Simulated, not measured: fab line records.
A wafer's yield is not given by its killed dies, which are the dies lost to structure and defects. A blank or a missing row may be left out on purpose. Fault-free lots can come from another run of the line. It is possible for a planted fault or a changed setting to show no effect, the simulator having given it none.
Problem report, 8D (eight disciplines) form, completed by code	flow sfqLine	the parts of the form that need people (team, actions taken, sign-off) are left out

== 1. WHAT WENT WRONG ==
exposureDoseMJCm2 at SFQ_TRILAYER_I5_LITHO_EXPOSE_145 reads a mean of 20.839 on 9 wafers of 3 lots; wafers without a fault read 21.298 with a standard deviation of 0.023. Relative to the usual mean, that is a shift of -20 standard deviations.
The step: exposes mask I5, target cd 700 nm.
Earliest sighting: wafer L916.2 on krfScanner-02 at day 52 14:32. The record holds 21 wafers of 7 lots with a number at this step. By rule, "out" or "out of limits" means more than 4 standard deviations away from the usual mean. The other wafers with a number count as sound.

== 2. WHAT IT IS, AND WHAT IT ISN'T ==
question	is	is not
which readings at this step	exposureDoseMJCm2	reticleTempC
which lots	L916, L917, L918	L908, L910, L927, L929
which wafers of those lots	all that have a number	-
read on which tools	krfScanner-02	krfScanner-01
when	from day 52 14:32	up to then (6 sound wafers); but 6 sound wafers of L927, L929 came after

== 3. THE SUSPECTS, EACH WITH WHAT RULES IT OUT ==
Counting: any tool at a process step up to the reading is kept as a suspect provided that every lot that is out went through it and no sound lot did after the first of them.
- krfScanner-02 at SFQ_TRILAYER_I5_LITHO_EXPOSE_145 (exposes mask I5, target cd 700 nm): kept. All lots that are out passed through it, beginning with L916 at day 52 14:32, and no sound lot followed; its final sound lot before that point was L910 at day 50 05:58. Its own exposureDoseMJCm2 readings are out on those wafers.
After counting, what remains is krfScanner-02 at SFQ_TRILAYER_I5_LITHO_EXPOSE_145.

== 4. THE CAUSE (what the simulator had put in) ==
Process parameters drifting: krfScanner-02 at SFQ_TRILAYER_I5_LITHO_EXPOSE_145, beginning at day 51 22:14. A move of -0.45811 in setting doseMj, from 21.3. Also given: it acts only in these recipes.
This tool alone remained once counting was done.

== 5. THE EFFECT CHAIN, in route order ==
Each row: a reading whose mean over the struck wafers that have a number lies more than 3 standard deviations from the usual. Scope: only readings with a usual standard deviation given in the record; hours: median across lots of the time from each lot's start at the first step in this table that gives one to its start at this step; sigmas: change in usual standard deviations.
hours	step	reading	usual	on struck wafers	change	sigmas
0	SFQ_TRILAYER_I5_LITHO_EXPOSE_145	exposureDoseMJCm2	21.298	20.839	-0.459	-20
Process steps it contains:
- SFQ_TRILAYER_I5_LITHO_EXPOSE_145: exposes mask I5, target cd 700 nm.
At these later measuring or inspecting steps, every struck wafer for which the step has a row has a number for every such reading, and none has moved that far: SFQ_I5_OVL_MEAS_936.

== 6. WHAT WOULD HAVE CAUGHT IT SOONER ==
The fault began at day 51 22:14; the first out-of-limits reading in this record came at day 52 14:32, 16 hours later.
